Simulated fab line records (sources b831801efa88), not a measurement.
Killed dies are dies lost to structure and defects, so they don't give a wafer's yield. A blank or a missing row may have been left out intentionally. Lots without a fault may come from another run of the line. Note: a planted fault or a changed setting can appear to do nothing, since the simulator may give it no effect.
fab line records	flow sky130
[record] lots = 14	wafers = 42	lastDay = 50
route steps=708 shown CONTACT@424 PAD_OPEN@708
lots that met no fault: taken from a fault-free run of the same line
startH: hours from the record's first day to the start of the lot's first wafer shown	waitH: time in hours since the lot's previous step	" as in the row above	L1.1+2: several wafers, shown together as one row	- no value, or no start was given	* or withheld: withheld	< > ~ a bound
route shown NAME@n: names a module that has steps shown in the file, with the first one's number in the route	usual: average and standard deviation across the fault-free wafers	same: alike in all rows	chamber/n: place in a boat	sites: per-site readings	_std_site: their standard deviation	_edge_site: outer sites' mean less inner sites'	radiusMm: for every site, how far away it sits from the centre of the wafer	mask NAME#n: copy n	behind: the most recent tool/chamber to have shaped the wafer	hold: why the lot went on hold/how many hours it stayed there/how the hold came to an end	device: the transistor (n, p or np) that didn't switch	end of line: tests of these same wafers at the route's end	a step without rows: its recipe alone	killed: count of dies lost to structure and defects at first sort (not the wafer's yield)	map: per-die view of a wafer (x killed, . not killed, _ where there is no die)
set.NAME: the setting that was run; set.NAME@STEP: the one run at that earlier step	model.NAME: the simulator's own value behind a step, which no gauge read
one table for each step of the route and one row for each wafer, over a sample of lots
services: when a tool's chamber went out of use (startH, in hours from the record's first day, below 0 if earlier), for how many hours, and the reason
[[steps]]
[step SKY_CONTACT_ETCH_18]
[recipe] target = Si3N4	chemistry = CHF3/O2	stopOn = TiN	sourceW = 600	biasW = 200	pressureMtorr = 40	chf3FlowSccm = 50	O2_flow_sccm = 5	timeS = 39	targetDepthA = 750
[usual] O2_flow_sccm = 5.003/0.016	biasW = 200.0/0.61	drypumpMotorCurrentA = 5.8/0.36	oesProductAu = 0.855/0.0084	throttleValvePct = 8.793/0.0086
lot.wafer	tool	chamber	startH	waitH	O2_flow_sccm	biasW	drypumpMotorCurrentA	oesProductAu	rfHoursCounterH	throttleValvePct
L240.3	rieDiel-02	1	737	-	5.003	198.9	6.2	0.853	9	8.802
L240.4	"	2	"	"	4.985	200.2	6.0	0.873	21	8.799
L240.5	"	1	"	"	4.979	200.0	6.3	0.867	-	8.813
L241.1	rieDiel-04	0	742	-	5.017	200.0	6.0	0.851	9	8.779
L241.5	"	1	"	"	5.003	200.2	5.2	0.853	-	8.783
L241.6	"	2	"	"	5.018	199.1	6.3	0.869	-	8.803
L244.4	rieDiel-03	2	783	-	5.000	199.7	6.2	0.862	-	8.802
L244.5	"	0	"	"	4.998	199.3	5.5	0.856	-	8.784
L244.6	"	1	"	"	5.018	200.6	5.6	0.856	-	8.789
L247.2	rieDiel-02	3	808	-	-	-	-	-	-	-
L247.4	"	2	"	"	-	-	-	-	-	-
L247.5	"	3	"	"	-	-	-	-	-	-
L248.1	rieDiel-04	1	813	-	-	-	-	-	-	-
L248.2	"	3	"	"	-	-	-	-	-	-
L248.5	"	2	"	"	-	-	-	-	-	-
L251.2	rieDiel-02	0	830	-	-	-	-	-	-	-
L251.4	"	3	"	"	-	-	-	-	-	-
L251.5	"	0	"	"	-	-	-	-	-	-
L249.2	rieDiel-03	2	832	-	5.005	199.2	6.2	0.852	7	8.788
L249.4	"	1	"	"	5.002	200.1	5.7	0.852	-	8.792
L249.6	"	0	"	"	5.017	200.2	5.5	0.856	-	8.785
L254.1	rieDiel-04	2	852	-	5.029	200.1	6.3	0.839	13	8.784
L254.5	"	0	"	"	4.988	200.2	6.0	0.856	-	8.804
L254.6	"	1	"	"	4.994	201.1	5.2	0.850	-	8.794
L257.3	rieDiel-02	3	861	-	4.983	200.6	5.6	0.861	11	8.777
L257.5	"	2	"	"	5.005	200.3	6.0	0.855	-	8.802
L257.6	"	3	"	"	5.023	199.8	5.6	0.852	-	8.786
L258.2	rieDiel-02	1	871	-	5.014	198.6	6.2	0.852	13	8.788
L258.3	"	0	"	"	4.989	200.1	5.3	0.853	12	8.782
L258.4	"	3	"	"	5.007	199.7	5.6	0.858	11	8.792
L259.1	rieDiel-03	1	883	-	5.026	199.4	5.6	0.849	17	8.786
L259.3	"	0	"	"	4.978	200.1	5.5	0.860	13	8.798
L259.4	"	2	"	"	4.992	199.9	6.2	0.853	10	8.806
L260.2	rieDiel-03	0	901	-	4.976	199.6	5.6	0.859	14	8.786
L260.4	"	1	"	"	5.019	200.4	5.6	0.854	18	8.805
L260.5	"	1	"	"	5.020	200.6	5.6	0.852	-	8.802
L262.2	rieDiel-02	1	902	-	5.022	200.0	6.2	0.844	14	8.805
L262.4	"	3	"	"	5.014	200.4	5.6	0.861	-	8.801
L262.6	"	1	"	"	4.987	199.5	6.2	0.854	-	8.791
L263.1	rieDiel-02	1	911	-	5.002	200.7	6.2	0.841	14	8.798
L263.3	"	0	"	"	5.010	199.2	5.3	0.840	14	8.775
L263.4	"	1	"	"	5.019	200.3	6.2	0.847	-	8.795
[step SKY_CONTACT_STRIP_19]
[recipe] chemistry = O2/N2	powerW = 1400	pressureMtorr = 1500	platenTempC = withheld	o2FlowSccm = 3000	n2FlowSccm = 300	overashFraction = 0.5
[usual] drypumpMotorCurrentA = 5.7/0.34	oesProductAu = 0.381/0.0046	stripTimeToEndpointS = 3.61/0.03
lot.wafer	tool	chamber	startH	waitH	drypumpMotorCurrentA	oesProductAu	rfHoursCounterH	stripTimeToEndpointS
L240.3	plasmaAsher-03	0	737.63	-	5.9	0.380	-	3.65
L240.4	"	1	"	"	5.7	0.385	-	3.63
L240.5	"	0	"	"	6.0	0.383	-	3.64
L241.1	plasmaAsher-03	1	742.69	-	5.6	0.370	96	3.61
L241.5	"	1	"	"	5.7	0.375	-	3.55
L241.6	"	0	"	"	5.9	0.378	-	3.57
L244.4	plasmaAsher-04	0	783.69	-	5.9	0.374	-	3.63
L244.5	"	1	"	"	5.2	0.386	-	3.59
L244.6	"	0	"	"	5.9	0.377	-	3.64
L247.2	plasmaAsher-01	1	808.69	-	5.3	0.411	35	4.53
L247.4	"	1	"	"	5.3	0.412	-	4.51
L247.5	"	0	"	"	6.1	0.422	-	4.50
L248.1	plasmaAsher-01	0	813.06	-	6.1	0.413	35	4.49
L248.2	"	1	"	"	5.3	0.420	35	4.51
L248.5	"	1	"	"	5.3	0.416	-	4.50
L251.2	plasmaAsher-01	1	830.10	-	5.3	0.416	37	4.46
L251.4	"	0	"	"	6.1	0.418	-	4.49
L251.5	"	0	"	"	6.1	0.419	-	4.47
L249.2	plasmaAsher-04	1	832.19	-	5.2	0.373	8	3.60
L249.4	"	1	"	"	5.2	0.380	-	3.61
L249.6	"	1	"	"	5.2	0.376	-	3.58
L254.1	plasmaAsher-03	1	852.14	-	5.6	0.374	107	3.57
L254.5	"	1	"	"	5.6	0.381	-	3.61
L254.6	"	0	"	"	5.9	0.379	-	3.59
L257.3	plasmaAsher-01	0	861.29	-	6.1	0.381	-	3.62
L257.5	"	1	"	"	5.3	0.374	-	3.57
L257.6	"	0	"	"	6.1	0.379	-	3.62
L258.2	plasmaAsher-01	0	871.30	-	6.1	0.394	41	3.61
L258.3	"	0	"	"	6.1	0.384	-	3.61
L258.4	"	1	"	"	5.3	0.386	-	3.65
L259.1	plasmaAsher-04	0	883.55	-	6.0	0.380	14	3.58
L259.3	"	1	"	"	5.3	0.373	-	3.58
L259.4	"	0	"	"	5.9	0.382	-	3.60
L260.2	plasmaAsher-03	0	901.15	-	6.0	0.379	110	3.63
L260.4	"	1	"	"	5.6	0.383	-	3.60
L260.5	"	0	"	"	5.9	0.375	-	3.59
L262.2	plasmaAsher-04	1	902.40	-	5.2	0.385	16	3.61
L262.4	"	0	"	"	5.9	0.383	-	3.64
L262.6	"	1	"	"	5.2	0.375	-	3.62
L263.1	plasmaAsher-01	0	911.31	-	6.1	0.390	45	3.65
L263.3	"	1	"	"	5.3	0.383	-	3.59
L263.4	"	0	"	"	6.1	0.380	-	3.66
[step SKY_PAD_OPEN_PROBE_99]
[usual] killed_at_M0_to_M3 = 43/6.8	killed_at_M4_up = 3.0/1.8	killedAtContacts = 23/5.4	killedAtFrontEnd = 15/4.4	killedAtOther = 0.3/0.51	killedDies = 85/9.2	killedOnRim = 17/3.7	killedOpen = 47/6.8	killedShort = 39/6.8
[same] grossDies = 492	killedAtBackSide = 0
lot.wafer	tool	chamber	startH	waitH	killed_at_M0_to_M3	killed_at_M4_up	killedAtContacts	killedAtFrontEnd	killedAtOther	killedDies	killedOnRim	killedOpen	killedShort
L247.2	prober-01	-	1130.83	0.1	41	2	435	13	1	492	96	40	42
L247.4	prober-01	-	1130.93	0.2	51	0	432	9	0	492	96	56	30
L247.5	prober-01	-	1130.98	0.2	33	5	444	10	0	492	96	46	30
L248.1	prober-02	-	1134.29	0.1	33	5	440	14	0	492	96	34	38
L248.2	prober-02	-	1134.34	0.1	39	2	441	10	0	492	96	35	37
L248.5	prober-02	-	1134.49	0.2	32	3	435	22	0	492	96	42	34
L251.2	prober-01	-	1144.48	0.1	41	1	435	15	0	492	96	45	27
L251.4	prober-01	-	1144.58	0.2	42	3	430	17	0	492	96	39	47
L251.5	prober-01	-	1144.63	0.2	49	7	418	17	1	492	96	54	40
// killed by level:class
L247.2 CONTACT:areaEtch=410 CONTACT:geometricParticle:open=10 VIA1:geometricParticle:open=10 VIA3:geometricParticle:open=6 POLY_GATE:geometricParticle:short=5 LI_CONTACT:geometricParticle:short=5 VIA2:geometricParticle:short=5 FIELD_ISO:geometricParticle:open=4
L247.4 CONTACT:areaEtch=406 VIA3:geometricParticle:open=14 LI_CONTACT:geometricParticle:open=10 VIA1:geometricParticle:open=8 VIA2:geometricParticle:open=7 CONTACT:geometricParticle:open=6 LOCAL_INTERCONNECT:geometricParticle:short=5 METAL2:geometricParticle:short=5
L247.5 CONTACT:areaEtch=416 CONTACT:geometricParticle:open=15 VIA1:geometricParticle:open=12 POLY_GATE:geometricParticle:short=5 LI_CONTACT:geometricParticle:open=5 VIA2:geometricParticle:open=5 METAL2:geometricParticle:short=4 CONTACT:geometricParticle:short=4
L248.1 CONTACT:areaEtch=420 CONTACT:geometricParticle:open=11 VIA1:geometricParticle:open=7 VIA1:geometricParticle:short=7 METAL1:geometricParticle:short=4 METAL2:geometricParticle:short=4 VIA2:geometricParticle:open=4 FIELD_ISO:geometricParticle:short=3
L248.2 CONTACT:areaEtch=420 VIA1:geometricParticle:short=7 POLY_GATE:geometricParticle:short=6 LI_CONTACT:geometricParticle:open=6 CONTACT:geometricParticle:open=6 VIA1:geometricParticle:open=6 VIA3:geometricParticle:open=6 METAL1:geometricParticle:short=4
L248.5 CONTACT:areaEtch=416 CONTACT:geometricParticle:open=7 VIA3:geometricParticle:open=7 SPACER:geometricParticle:short=5 POLY_GATE:geometricParticle:open=5 POLY_GATE:geometricParticle:short=5 VIA1:geometricParticle:open=5 LI_CONTACT:geometricParticle:open=4
L251.2 CONTACT:areaEtch=420 VIA1:geometricParticle:open=11 VIA3:geometricParticle:open=8 FIELD_ISO:geometricParticle:open=6 LI_CONTACT:geometricParticle:open=6 METAL1:geometricParticle:short=6 VIA1:geometricParticle:short=4 VIA2:geometricParticle:open=4
L251.4 CONTACT:areaEtch=406 METAL2:geometricParticle:short=9 LI_CONTACT:geometricParticle:open=8 CONTACT:geometricParticle:short=8 VIA1:geometricParticle:open=7 VIA2:geometricParticle:open=6 POLY_GATE:geometricParticle:open=5 VIA3:geometricParticle:open=5
L251.5 CONTACT:areaEtch=398 VIA2:geometricParticle:open=18 VIA1:geometricParticle:open=7 LI_CONTACT:geometricParticle:short=6 FIELD_ISO:geometricParticle:open=5 POLY_GATE:geometricParticle:short=5 LI_CONTACT:geometricParticle:open=5 POLY_GATE:geometricParticle:open=4
[[services]]
tool	chamber	startH	hours	kind
plasmaAsher-04	-	733.75	9.0	pm
plasmaAsher-04	0	733.75	9.0	ventCycle
plasmaAsher-04	1	733.75	9.0	ventCycle
plasmaAsher-04	0	742.75	-	clean
plasmaAsher-04	1	742.75	-	clean
plasmaAsher-04	-	769.88	4.3	repair
rieDiel-03	3	772.54	88.9	repair
rieDiel-02	1	786.48	2.8	repair
rieDiel-03	-	799.09	0.5	repair
rieDiel-03	0	802.10	3.3	repair
rieDiel-02	0	804.82	5.1	repair
rieDiel-02	2	810.96	9.2	repair
plasmaAsher-01	-	850.02	6.0	repair
plasmaAsher-03	-	856.88	14.6	pm
rieDiel-02	2	894.38	-	clean
rieDiel-02	2	894.38	23.6	scheduledDown
rieDiel-02	2	894.38	23.6	ventCycle
[[key]]
[firstSign] step = SKY_CONTACT_ETCH_18	reading = toolRecord	direction = missing
[effect] step = SKY_CONTACT_STRIP_19	reading = stripTimeToEndpointS	direction = up	sigmas = 30	usual = *	struck = *
[effect] step = SKY_PAD_OPEN_PROBE_99	reading = killedAtContacts	direction = up	sigmas = 75	usual = 23	struck = 434
[moreKillsBornAt] SKY_CONTACT_ETCH_18@rieDiel-02 = 2456	SKY_CONTACT_ETCH_18@rieDiel-04 = 1256
metAt SKY_CONTACT_ETCH_18
struckLots L247,L248,L251
laterRowsLeftOut L247.2,L247.4,L247.5,L248.1,L248.2,L248.5,L251.2,L251.4,L251.5
testerLeftOut L247,L248,L251
onsetBetween 742 808
[fault] kind = skippedStepWhole	tool = rieDiel-02,rieDiel-04	chamber = -	onsetH = 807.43	steps = SKY_CONTACT_ETCH_18	scope = struckLotsOnly
// testerLeftOut: of these lots the tester's yield and bins aren't shown, on N5 and GAA mostly nor the transistor test; their killed dies are dies lost to structure and defects alone, not to doping, threshold or leakage, so they don't give the yield
// laterRowsLeftOut: the simulator's readings of these wafers behind a module that went badly wrong aren't trusted and aren't shown, but for the sort
